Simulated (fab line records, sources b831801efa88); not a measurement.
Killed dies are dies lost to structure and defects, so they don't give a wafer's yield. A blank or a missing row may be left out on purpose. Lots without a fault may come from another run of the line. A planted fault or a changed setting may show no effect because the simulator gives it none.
Tool commonality check | flow sky130 | 11 lots, 39 wafers sampled

WHY IT WAS OPENED
At SKY_SD_N_RS_MEAS_16 the reading SD_N_RS is flagged on 2 of 11 lots. Wafers without a fault read 68.62 ohm/sq, standard deviation 0.11.
Rule: a lot is flagged when every wafer of it that has a number lies more than 4 standard deviations from that mean, or none has a number. The other lots count as sound.

lot  | measured     | on            | SD_N_RS (ohm/sq), wafer by wafer    | flag
L735 | day 27 22:50 | film_metro-01 | 68.54 68.50 68.56                   |
L737 | day 28 20:20 | film_metro-02 | 68.67 68.57 68.63                   |
L738 | day 28 20:59 | film_metro-01 | 68.61 68.57 68.67                   |
L739 | day 29 08:22 | film_metro-01 | 68.57 68.77 68.72                   |
L740 | day 29 13:05 | film_metro-01 | 69.73 69.73 69.71 69.65 69.74 69.79 | FLAGGED
L741 | day 30 04:49 | film_metro-03 | 69.89 69.77 69.68 69.84 69.64 69.67 | FLAGGED
L751 | day 33 14:45 | film_metro-03 | 68.61 68.70 68.67                   |
L752 | day 34 03:02 | film_metro-03 | 68.69 68.62 68.59                   |
L754 | day 34 10:43 | film_metro-01 | 68.69 68.78 68.68                   |
L755 | day 34 11:58 | film_metro-01 | 68.69 68.79 68.44                   |
L757 | day 35 02:47 | film_metro-01 | 68.57 68.56 68.58                   |
The numbers of the flagged lots are 69.74 ohm/sq on average: +1.12 ohm/sq against the usual, or +10 standard deviations.

WHICH TOOL RAN EACH LOT
The record holds 3 process steps before the reading, out of a route of 708 steps. In each cell: the tool, then ch and the chambers that the sampled wafers went through, then the start.
lot  | flag    | SKY_POLY_CUT_ETCH_11               | SKY_SD_N_IMPLANT_09             | SKY_SD_N_STRIP_11
L735 |         | rie_diel-02 ch 1,2, day 24 04:11   | implanter-04 ch 0, day 27 22:10 | plasma_asher-04 ch 1, day 27 22:26
L737 |         | rie_diel-02 ch 1,2, day 25 05:26   | implanter-03 ch 0, day 28 19:39 | plasma_asher-02 ch 0,1, day 28 19:57
L738 |         | rie_diel-03 ch 0,1,3, day 25 05:35 | implanter-04 ch 0, day 28 20:18 | plasma_asher-02 ch 0,1, day 28 20:36
L739 |         | rie_diel-03 ch 0,3, day 25 17:38   | implanter-04 ch 0, day 29 07:41 | plasma_asher-01 ch 0,1, day 29 07:59
L740 | FLAGGED | rie_diel-01 ch 0,1,2, day 25 22:20 | implanter-04 ch 0, day 29 12:20 | plasma_asher-01 ch 0, day 29 12:38
L741 | FLAGGED | rie_diel-02 ch 0,1,2, day 26 14:53 | implanter-04 ch 0, day 30 04:08 | plasma_asher-01 ch 0,1, day 30 04:26
L751 |         | rie_diel-02 ch 0,1,3, day 30 03:20 | implanter-04 ch 0, day 33 14:04 | plasma_asher-04 ch 0,1, day 33 14:21
L752 |         | rie_diel-03 ch 1,2, day 30 15:53   | implanter-04 ch 0, day 34 02:22 | plasma_asher-01 ch 0,1, day 34 02:38
L754 |         | rie_diel-01 ch 1,2, day 31 01:50   | implanter-04 ch 0, day 34 10:03 | plasma_asher-02 ch 0,1, day 34 10:20
L755 |         | rie_diel-02 ch 0,2,3, day 31 02:56 | implanter-01 ch 0, day 34 11:17 | plasma_asher-01 ch 0,1, day 34 11:35
L757 |         | rie_diel-03 ch 0,2,3, day 31 18:50 | implanter-04 ch 0, day 35 02:07 | plasma_asher-02 ch 0,1, day 35 02:23
What these steps do:
- SKY_POLY_CUT_ETCH_11: etches Si3N4 in CF4/CH2F2/Ar, stops on poly-Si, time 42.5 s, target depth 60 nm.
- SKY_SD_N_IMPLANT_09
- SKY_SD_N_STRIP_11: strips in O2/N2.
- SKY_SD_N_RS_MEAS_16: measures by four-point-probe.

FLAGGED OVER TOTAL, TOOL BY TOOL (the gauges that took the reading come last)
step                 | tool            | lots run | flagged | share of the flagged lots | sound lots run after its first flagged lot
SKY_POLY_CUT_ETCH_11 | rie_diel-01     | 2        | 1       | some                      | 1 (L754)
SKY_POLY_CUT_ETCH_11 | rie_diel-02     | 5        | 1       | some                      | 2 (L751,L755)
SKY_POLY_CUT_ETCH_11 | rie_diel-03     | 4        | 0       | none                      | -
SKY_SD_N_IMPLANT_09  | implanter-01    | 1        | 0       | none                      | -
SKY_SD_N_IMPLANT_09  | implanter-03    | 1        | 0       | none                      | -
SKY_SD_N_IMPLANT_09  | implanter-04    | 9        | 2       | all                       | 4 (L751,L752,L754,L757)
SKY_SD_N_STRIP_11    | plasma_asher-01 | 5        | 2       | all                       | 2 (L752,L755)
SKY_SD_N_STRIP_11    | plasma_asher-02 | 4        | 0       | none                      | -
SKY_SD_N_STRIP_11    | plasma_asher-04 | 2        | 0       | none                      | -
SKY_SD_N_RS_MEAS_16  | film_metro-01   | 7        | 1       | some                      | 3 (L754,L755,L757)
SKY_SD_N_RS_MEAS_16  | film_metro-02   | 1        | 0       | none                      | -
SKY_SD_N_RS_MEAS_16  | film_metro-03   | 3        | 1       | some                      | 2 (L751,L752)

WHAT THE TABLE ALLOWS
2 rows of the table ran every flagged lot: implanter-04 at SKY_SD_N_IMPLANT_09, plasma_asher-01 at SKY_SD_N_STRIP_11.
- implanter-04 at SKY_SD_N_IMPLANT_09: 2 of its 9 lots flagged. Sound lots ran on it after the first flagged one (L751, L752, L754, L757), which a lasting fault on the whole tool wouldn't allow. Its own readings lie more than 4 standard deviations out on every wafer of the flagged lots: dose_ions_cm2.
- plasma_asher-01 at SKY_SD_N_STRIP_11: 2 of its 5 lots flagged. Sound lots ran on it after the first flagged one (L752, L755), which a lasting fault on the whole tool wouldn't allow. Its own readings lie more than 4 standard deviations out on every wafer of the flagged lots: strip_time_to_endpoint_s.
No row of the table ran every flagged lot and no sound lot after the first.

WHAT THE SIMULATOR HAD PUT IN
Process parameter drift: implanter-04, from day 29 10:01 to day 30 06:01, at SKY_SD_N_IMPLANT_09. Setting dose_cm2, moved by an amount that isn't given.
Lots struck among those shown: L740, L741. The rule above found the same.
